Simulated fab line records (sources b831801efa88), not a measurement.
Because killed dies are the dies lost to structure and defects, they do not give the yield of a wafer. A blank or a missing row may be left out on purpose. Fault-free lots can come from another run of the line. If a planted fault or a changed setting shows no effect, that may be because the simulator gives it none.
Matching of chambers | flow sky130 | SKY_VIA1_CMP_02 on cmp-01 has 4 sister chambers
The step polishes SiO2. 20 wafers are shown with their chamber, then 10 later ones without.

== WAFERS WITH THEIR CHAMBER ==
wafer  | chamber | motor_current_A (A) | edge_zone_pressure_frac
L358.2 | 1       | 12.7                | 1.000
L358.3 | 3       | 13.6                | 0.999
L358.5 | 0       | 9.8                 | 0.991
L359.1 | 3       | 13.4                | 0.994
L359.2 | 0       | 10.6                | 1.008
L359.3 | 1       | 12.4                | 1.000
L360.2 | 2       | 10.8                | 1.002
L360.3 | 0       | 10.0                | 1.013
L360.4 | 1       | 12.7                | 1.003
L361.1 | 0       | 10.2                | 0.999
L361.4 | 1       | 13.0                | 0.993
L361.5 | 0       | 9.8                 | 1.002
L362.1 | 0       | 10.4                | 0.997
L362.2 | 3       | 13.4                | 1.001
L362.4 | 2       | 10.8                | 0.999
L363.1 | 3       | 13.0                | 1.003
L363.2 | 2       | 11.3                | 1.001
L363.5 | 2       | 11.0                | 1.001
L367.1 | 2       | 11.3                | 1.002
L367.2 | 3       | 13.0                | 1.010

SIGNATURES (means of the wafers above)
reading                 | chamber 0 | chamber 1 | chamber 2 | chamber 3 | scatter within a chamber
motor_current_A         | 10.133    | 12.700    | 11.040    | 13.280    | 0.28
edge_zone_pressure_frac | 1.00167   | 0.99900   | 1.00100   | 1.00140   | 0.00564
Rule: for each reading, subtract the chamber's mean from the wafer's reading, divide by that reading's scatter and square the result; add these up over the readings and take the root, which gives the wafer's distance from the chamber. The wafer belongs to the nearest chamber; if the next one is less than 2 further off, it can't be placed. The scatter: the root of (the sum of the squares of (reading less its chamber's mean) over the shown wafers, divided by (wafers less chambers)).

== WAFERS WITHOUT THEIR CHAMBER ==
wafer  | motor_current_A (A) | edge_zone_pressure_frac
L367.6 | 11.1                | 1.002
L370.3 | 10.5                | 1.001
L370.4 | 13.4                | 0.998
L370.5 | 10.4                | 1.005
L371.1 | 10.2                | 1.003
L371.3 | 12.9                | 1.003
L371.5 | 10.7                | 1.005
L372.1 | 10.7                | 1.015
L372.3 | 11.3                | 1.001
L372.6 | 10.2                | 1.002

== WHICH CHAMBER EACH WENT THROUGH ==
wafer  | from the rows above     | in truth
L367.6 | 2                       | 2
L370.3 | can't be placed: 0 or 2 | 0
L370.4 | can't be placed: 3 or 1 | 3
L370.5 | can't be placed: 0 or 2 | 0
L371.1 | 0                       | 0
L371.3 | can't be placed: 1 or 3 | 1
L371.5 | can't be placed: 2 or 0 | 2
L372.1 | can't be placed: 2 or 0 | 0
L372.3 | 2                       | 2
L372.6 | 0                       | 0
Correctly placed: 4 of 10. Not placeable from these rows: 6 (in 6, the candidates include the true chamber). Wrongly placed: 0.
